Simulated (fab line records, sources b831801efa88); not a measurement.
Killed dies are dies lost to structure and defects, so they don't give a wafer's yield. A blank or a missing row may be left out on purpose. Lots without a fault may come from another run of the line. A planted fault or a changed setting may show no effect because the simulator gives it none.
Which tool did it? | flow sky130 | 12 lots, 36 wafers sampled, at 6 steps of a route of 708

WHAT THE GAUGES READ, wafer by wafer
SKY_SD_P_OVL_MEAS_08. Usual: SD_P_OVL 0.3 nm, standard deviation 1.2.
lot  | measured     | on         | SD_P_OVL (nm)  | flag
L419 | day 25 00:37 | overlay-01 | 0.3 1.6 0.2    |
L425 | day 27 19:07 | overlay-01 | 0.8 0.7 0.2    |
L426 | day 28 00:49 | overlay-01 | 0.4 1.6 1.4    |
L427 | day 28 05:38 | overlay-02 | 1.6 1.0 0.0    |
L431 | day 29 17:37 | overlay-02 | 0.4 1.2 1.0    |
L435 | day 30 16:32 | overlay-02 | -0.4 0.4 -1.3  |
L436 | day 31 03:40 | overlay-01 | -2.3 0.3 -2.2  |
L437 | day 31 06:43 | overlay-02 | 0.1 -0.3 0.6   |
L439 | day 31 22:46 | overlay-02 | 1.3 0.1 -0.6   |
L438 | day 32 09:16 | overlay-01 | 2.0 1.2 0.2    |
L440 | day 33 01:01 | overlay-02 | 0.9 0.6 0.4    |
L442 | day 33 06:04 | overlay-01 | -1.0 -0.6 -1.2 |

SKY_SD_N_RS_MEAS_18: measures by four-point-probe. Usual: RES_XHIGH_RS 333.2 ohm/sq, standard deviation 1.2.
lot  | measured     | on            | RES_XHIGH_RS (ohm/sq) | flag
L419 | day 27 12:16 | film_metro-01 | 331.4 331.6 332.5     |
L425 | day 30 04:48 | film_metro-02 | 331.8 331.7 331.8     |
L426 | day 30 09:37 | film_metro-02 | 332.8 333.1 332.7     |
L427 | day 30 14:07 | film_metro-02 | 333.7 335.9 335.1     |
L431 | day 32 00:36 | film_metro-02 | 335.1 332.5 332.8     |
L435 | day 33 00:08 | film_metro-01 | 331.8 332.2 332.8     |
L436 | day 33 12:15 | film_metro-02 | 330.6 331.1 331.5     |
L437 | day 33 13:59 | film_metro-02 | 333.9 331.9 333.4     |
L439 | day 34 05:42 | film_metro-02 | 333.1 332.7 332.9     |
L438 | day 34 16:12 | film_metro-02 | 332.6 333.4 332.4     |
L440 | day 35 06:17 | film_metro-01 | 333.3 333.1 332.4     |
L442 | day 35 11:19 | film_metro-01 | 334.1 336.2 334.5     |

SKY_LI_CONTACT_THK_MEAS_01. Usual: LI_CONTACT_HDPCVD_THK 928 nm, standard deviation 10.
lot  | measured     | on            | LI_CONTACT_HDPCVD_THK (nm) | flag
L419 | day 27 12:29 | film_metro-02 | 955 932 944                |
L425 | day 30 05:03 | film_metro-02 | 1109 1107 1110             | OFF
L426 | day 30 09:52 | film_metro-01 | 1104 1103 1098             | OFF
L427 | day 30 14:22 | film_metro-04 | 1102 1098 1090             | OFF
L431 | day 32 00:50 | film_metro-02 | 914 923 915                |
L435 | day 33 00:20 | film_metro-04 | 936 935 921                |
L436 | day 33 12:29 | film_metro-01 | 922 911 911                |
L437 | day 33 14:12 | film_metro-02 | 933 929 939                |
L439 | day 34 05:56 | film_metro-04 | 913 918 932                |
L438 | day 34 16:26 | film_metro-02 | 924 933 928                |
L440 | day 35 06:32 | film_metro-02 | 915 927 935                |
L442 | day 35 11:35 | film_metro-04 | 932 945 941                |

SKY_LOCAL_INTERCONNECT_CD_MEAS_11: target cd 170 nm. Usual: cd_nm 170.2 nm, standard deviation 1.6.
lot  | measured     | on        | cd_nm (nm)        | flag
L419 | day 29 23:05 | cd_sem-02 | 170.1 168.7 169.2 |
L425 | day 32 13:17 | cd_sem-01 | 170.5 169.3 170.3 |
L426 | day 32 16:52 | cd_sem-02 | 171.1 170.2 170.1 |
L427 | day 32 23:04 | cd_sem-02 | 172.0 170.7 171.0 |
L431 | day 34 08:04 | cd_sem-01 | 168.0 166.6 167.4 |
L435 | day 35 07:44 | cd_sem-01 | 167.9 169.2 167.4 |
L436 | day 35 18:44 | cd_sem-02 | 168.6 168.1 167.7 |
L437 | day 35 21:25 | cd_sem-02 | 169.9 169.7 170.4 |
L439 | day 36 11:11 | cd_sem-01 | 168.6 169.1 168.2 |
L438 | day 36 20:01 | cd_sem-02 | 173.9 171.7 173.1 |
L440 | day 37 11:51 | cd_sem-01 | 170.6 172.1 172.0 |
L442 | day 37 15:57 | cd_sem-02 | 169.6 169.8 170.7 |

WHICH TOOL RAN EACH LOT (tool, then ch and the chambers of the sampled wafers, then the start)
lot  | SKY_LI_CONTACT_HDPCVD_00         | SKY_LI_CONTACT_CMP_02
L419 | hdpcvd-01 ch 0,1,2, day 27 12:23 | cmp-01 ch 0,1, day 27 12:32
L425 | hdpcvd-02 ch 0,1, day 30 04:56   | cmp-02 ch 0,1,3, day 30 05:07
L426 | hdpcvd-02 ch 0,1, day 30 09:46   | cmp-02 ch 0,1,3, day 30 10:01
L427 | hdpcvd-02 ch 1,2, day 30 14:16   | cmp-01 ch 1,3, day 30 14:28
L431 | hdpcvd-01 ch 1,2, day 32 00:44   | cmp-02 ch 1,2,3, day 32 00:57
L435 | hdpcvd-02 ch 0,1,2, day 33 00:16 | cmp-01 ch 1,2,3, day 33 00:28
L436 | hdpcvd-01 ch 0,2, day 33 12:23   | cmp-02 ch 1,2,3, day 33 12:36
L437 | hdpcvd-01 ch 0,2, day 33 14:05   | cmp-02 ch 2,3, day 33 14:17
L439 | hdpcvd-01 ch 0,1, day 34 05:50   | cmp-01 ch 0,1,2, day 34 06:03
L438 | hdpcvd-02 ch 0,1, day 34 16:20   | cmp-02 ch 0,3, day 34 16:44
L440 | hdpcvd-01 ch 0,1,2, day 35 06:26 | cmp-01 ch 0,1,2, day 35 06:38
L442 | hdpcvd-02 ch 1,2, day 35 11:29   | cmp-02 ch 0,1, day 35 11:38
- SKY_LI_CONTACT_HDPCVD_00: deposits PSG, target thk 930 nm, time 155 s.
- SKY_LI_CONTACT_CMP_02: polishes PSG.

WHAT THE TOOLS THEMSELVES READ (means of the sampled wafers that have a number; where no wafer has one, the mark that the record gives instead)
SKY_LI_CONTACT_HDPCVD_00. Usual: run_length_s 182.8 s, standard deviation 0.53.
lot  | tool      | run_length_s (s) | flag
L419 | hdpcvd-01 | 183.0            |
L425 | hdpcvd-02 | 212.6            | OFF
L426 | hdpcvd-02 | 212.8            | OFF
L427 | hdpcvd-02 | 213.4            | OFF
L431 | hdpcvd-01 | 183.1            |
L435 | hdpcvd-02 | 182.4            |
L436 | hdpcvd-01 | 182.8            |
L437 | hdpcvd-01 | 182.8            |
L439 | hdpcvd-01 | 183.4            |
L438 | hdpcvd-02 | 182.7            |
L440 | hdpcvd-01 | 183.0            |
L442 | hdpcvd-02 | 183.1            |

SKY_LI_CONTACT_CMP_02. Usual: motor_current_A 12.7 A, standard deviation 1.1; retaining_ring_pressure_frac 1.000, standard deviation 0.0051; slurry_flow_ml_min 150.0, standard deviation 0.48; time_to_endpoint_s 33 s, standard deviation 3.1.
lot  | tool   | motor_current_A (A) | retaining_ring_pressure_frac | slurry_flow_ml_min | time_to_endpoint_s (s) | flag
L419 | cmp-01 | 14.2                | 1.002                        | 150.1              | 36                     |
L425 | cmp-02 | 12.0                | 0.998                        | 149.8              | 51                     | OFF
L426 | cmp-02 | 12.2                | 1.001                        | 149.7              | 52                     | OFF
L427 | cmp-01 | 14.1                | 0.999                        | 150.6              | 50                     | OFF
L431 | cmp-02 | 12.3                | 1.003                        | 150.3              | 31                     |
L435 | cmp-01 | 12.6                | 1.000                        | 150.6              | 32                     |
L436 | cmp-02 | 12.1                | 1.006                        | 150.2              | 31                     |
L437 | cmp-02 | 11.6                | 0.999                        | 150.2              | 35                     |
L439 | cmp-01 | 14.0                | 1.000                        | 150.1              | 30                     |
L438 | cmp-02 | 12.3                | 0.994                        | 150.0              | 30                     |
L440 | cmp-01 | 13.5                | 1.002                        | 150.0              | 32                     |
L442 | cmp-02 | 13.2                | 0.995                        | 150.0              | 34                     |

THE ANSWER, worked out from the rows above alone
Rule: a lot is off if the mean of its wafers that have a number lies more than 3 standard deviations from the usual mean. A lot without any number at a reading at which 4 lots or more have one is off too. The other lots that the step has rows for count as sound. The gauges are gone through in route order, then the tools' own readings, and for those a lot's mean is taken as printed above. The first step at which some lot is off is used, and at that step the reading that is off furthest; a lot without a number counts as furthest.
Off: L425, L426, L427, at SKY_LI_CONTACT_THK_MEAS_01 (LI_CONTACT_HDPCVD_THK).
A tool fits if, at a process step before that reading, it ran every lot that is off, and no sound lot after the first of them. The gauges at SKY_LI_CONTACT_THK_MEAS_01 aren't tried: what is off there is off at SKY_LI_CONTACT_HDPCVD_00 too, on other tools, and a gauge's error can't cause that. None of those tried fits.

WHAT THE SIMULATOR HAD PUT IN
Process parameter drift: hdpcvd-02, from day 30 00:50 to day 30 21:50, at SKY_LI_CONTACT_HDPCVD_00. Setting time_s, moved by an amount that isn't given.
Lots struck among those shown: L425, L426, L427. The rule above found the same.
